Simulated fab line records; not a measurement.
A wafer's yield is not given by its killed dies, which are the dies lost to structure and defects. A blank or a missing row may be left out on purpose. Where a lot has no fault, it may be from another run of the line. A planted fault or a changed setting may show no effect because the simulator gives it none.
Chamber matching ; flow gf180mcu ; cmp-02 running GF_CONTACT_CMP_04: 4 sister chambers
The step polishes SiO2. 8 wafers are shown with their chamber, then 7 later ones without.

## WAFERS WITH THEIR CHAMBER
wafer;chamber;motor-current-A (A);retaining-ring-pressure-frac
L657.5;2;12.1;0.998
L665.4;3;10.5;0.992
L665.5;1;13.6;1.003
L666.2;0;10.8;0.998
L666.3;3;10.4;0.996
L666.4;1;14.3;0.999
L669.2;2;11.4;0.996
L669.3;0;11.1;1.009

## WAFERS WHOSE CHAMBER IS MISSING
wafer;motor-current-A (A);retaining-ring-pressure-frac
L669.4;13.8;1.004
L671.2;11.4;0.992
L671.3;10.7;1.002
L671.5;10.8;1.004
L672.3;12.0;1.004
L672.4;14.0;0.991
L672.5;11.9;1.004

## WHICH CHAMBER EACH ONE RAN IN
wafer;from the rows above;in truth
L669.4;1;1
L671.2;can't be placed: 2 or 3 or 0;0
L671.3;can't be placed: 0 or 3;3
L671.5;0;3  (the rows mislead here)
L672.3;can't be placed: 2 or 0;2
L672.4;1;1
L672.5;can't be placed: 2 or 0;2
Placed correctly: 2 of 7. Unplaceable from these rows: 4, with the true chamber sitting among the candidates in 4. Placed wrongly: 1.
How it was worked out, from the rows above alone: a wafer's distance from a chamber is the root of the sum, over the readings, of the square of ((its reading less the chamber's mean) divided by the reading's scatter). If the next closest chamber is less than 2 further off than the closest, the wafer can't be placed; otherwise it belongs to the closest. For every chamber, the mean is computed from those of its wafers that are shown. The scatter is the square root of a quotient: the sum, over the shown wafers, of each reading's squared deviation from its chamber's mean, divided by wafers minus chambers.
